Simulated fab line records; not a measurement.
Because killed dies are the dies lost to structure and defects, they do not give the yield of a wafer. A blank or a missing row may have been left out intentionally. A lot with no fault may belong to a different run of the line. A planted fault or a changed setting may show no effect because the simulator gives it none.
Chamber matching :: flow gf180mcu :: GF_V2_ETCH_16 on rieDiel-02 has 4 sister chambers
The step etches BARC in N2/H2. 20 wafers are shown with their chamber, then 10 later ones without.

== WAFERS, EACH WITH ITS CHAMBER ==
wafer: L074.1
chamber: 3
drypumpMotorCurrentA (A): 5.9
oesProductAu (a.u.): 0.863
throttleValvePct (%): 13.230

wafer: L074.3
chamber: 2
drypumpMotorCurrentA (A): 5.8
oesProductAu (a.u.): 0.857
throttleValvePct (%): 13.242

wafer: L074.5
chamber: 3
drypumpMotorCurrentA (A): 5.9
oesProductAu (a.u.): 0.867
throttleValvePct (%): 13.244

wafer: L076.3
chamber: 2
drypumpMotorCurrentA (A): 5.8
oesProductAu (a.u.): 0.867
throttleValvePct (%): 13.216

wafer: L076.5
chamber: 0
drypumpMotorCurrentA (A): 5.0
oesProductAu (a.u.): 0.856
throttleValvePct (%): 13.235

wafer: L076.6
chamber: 3
drypumpMotorCurrentA (A): 5.9
oesProductAu (a.u.): 0.853
throttleValvePct (%): 13.226

wafer: L080.3
chamber: 1
drypumpMotorCurrentA (A): 5.6
oesProductAu (a.u.): 0.852
throttleValvePct (%): 13.222

wafer: L080.4
chamber: 3
drypumpMotorCurrentA (A): 5.9
oesProductAu (a.u.): 0.855
throttleValvePct (%): 13.221

wafer: L080.5
chamber: 0
drypumpMotorCurrentA (A): 5.0
oesProductAu (a.u.): 0.852
throttleValvePct (%): 13.204

wafer: L081.1
chamber: 3
drypumpMotorCurrentA (A): 5.9
oesProductAu (a.u.): 0.845
throttleValvePct (%): 13.220

wafer: L081.2
chamber: 0
drypumpMotorCurrentA (A): 5.0
oesProductAu (a.u.): 0.856
throttleValvePct (%): 13.214

wafer: L081.6
chamber: 3
drypumpMotorCurrentA (A): 5.9
oesProductAu (a.u.): 0.845
throttleValvePct (%): 13.226

wafer: L083.3
chamber: 3
drypumpMotorCurrentA (A): 5.9
oesProductAu (a.u.): 0.845
throttleValvePct (%): 13.242

wafer: L083.4
chamber: 1
drypumpMotorCurrentA (A): 5.5
oesProductAu (a.u.): 0.857
throttleValvePct (%): 13.229

wafer: L083.6
chamber: 0
drypumpMotorCurrentA (A): 5.0
oesProductAu (a.u.): 0.851
throttleValvePct (%): 13.231

wafer: L089.4
chamber: 3
drypumpMotorCurrentA (A): 5.9
oesProductAu (a.u.): 0.858
throttleValvePct (%): 13.242

wafer: L089.5
chamber: 3
drypumpMotorCurrentA (A): 5.9
oesProductAu (a.u.): 0.853
throttleValvePct (%): 13.211

wafer: L089.6
chamber: 2
drypumpMotorCurrentA (A): 5.8
oesProductAu (a.u.): 0.857
throttleValvePct (%): 13.240

wafer: L091.1
chamber: 1
drypumpMotorCurrentA (A): 5.6
oesProductAu (a.u.): 0.859
throttleValvePct (%): 13.227

wafer: L091.2
chamber: 0
drypumpMotorCurrentA (A): 5.0
oesProductAu (a.u.): 0.854
throttleValvePct (%): 13.211

SIGNATURES, as means of the wafers listed above
reading: drypumpMotorCurrentA
chamber 0: 5.000
chamber 1: 5.567
chamber 2: 5.800
chamber 3: 5.900
scatter within a chamber: 0.0204

reading: oesProductAu
chamber 0: 0.85380
chamber 1: 0.85600
chamber 2: 0.86033
chamber 3: 0.85378
scatter within a chamber: 0.00625

reading: throttleValvePct
chamber 0: 13.21900
chamber 1: 13.22600
chamber 2: 13.23267
chamber 3: 13.22911
scatter within a chamber: 0.0118
Rule: distance of a wafer from a chamber = root of the sum over the readings of ((wafer's reading minus chamber's mean) / reading's scatter) squared. The wafer belongs to the nearest chamber; if the next one is less than 2 further off, it can't be placed. The scatter: take each reading less its chamber's mean, square it, sum over the shown wafers, divide by the number of wafers less the number of chambers, and take the root.

== WAFERS MISSING THEIR CHAMBER ==
wafer: L091.6
drypumpMotorCurrentA (A): 5.9
oesProductAu (a.u.): 0.852
throttleValvePct (%): 13.245

wafer: L093.3
drypumpMotorCurrentA (A): 5.9
oesProductAu (a.u.): 0.853
throttleValvePct (%): 13.222

wafer: L093.4
drypumpMotorCurrentA (A): 5.0
oesProductAu (a.u.): 0.855
throttleValvePct (%): 13.226

wafer: L093.5
drypumpMotorCurrentA (A): 5.9
oesProductAu (a.u.): 0.852
throttleValvePct (%): 13.233

wafer: L096.2
drypumpMotorCurrentA (A): 5.5
oesProductAu (a.u.): 0.853
throttleValvePct (%): 13.210

wafer: L096.3
drypumpMotorCurrentA (A): 5.9
oesProductAu (a.u.): 0.858
throttleValvePct (%): 13.219

wafer: L096.5
drypumpMotorCurrentA (A): 5.0
oesProductAu (a.u.): 0.856
throttleValvePct (%): 13.225

wafer: L097.2
drypumpMotorCurrentA (A): 5.9
oesProductAu (a.u.): 0.858
throttleValvePct (%): 13.233

wafer: L097.3
drypumpMotorCurrentA (A): 5.5
oesProductAu (a.u.): 0.851
throttleValvePct (%): 13.228

wafer: L097.5
drypumpMotorCurrentA (A): 5.0
oesProductAu (a.u.): 0.858
throttleValvePct (%): 13.216

== CHAMBER TAKEN BY EACH ==
wafer: L091.6
from the rows above: 3
in truth: 3

wafer: L093.3
from the rows above: 3
in truth: 3

wafer: L093.4
from the rows above: 0
in truth: 0

wafer: L093.5
from the rows above: 3
in truth: 3

wafer: L096.2
from the rows above: 1
in truth: 1

wafer: L096.3
from the rows above: 3
in truth: 3

wafer: L096.5
from the rows above: 0
in truth: 0

wafer: L097.2
from the rows above: 3
in truth: 3

wafer: L097.3
from the rows above: 1
in truth: 1

wafer: L097.5
from the rows above: 0
in truth: 0
Correct placement for 10 of the 10. Not placeable from these rows: 0. Wrongly placed: 0.
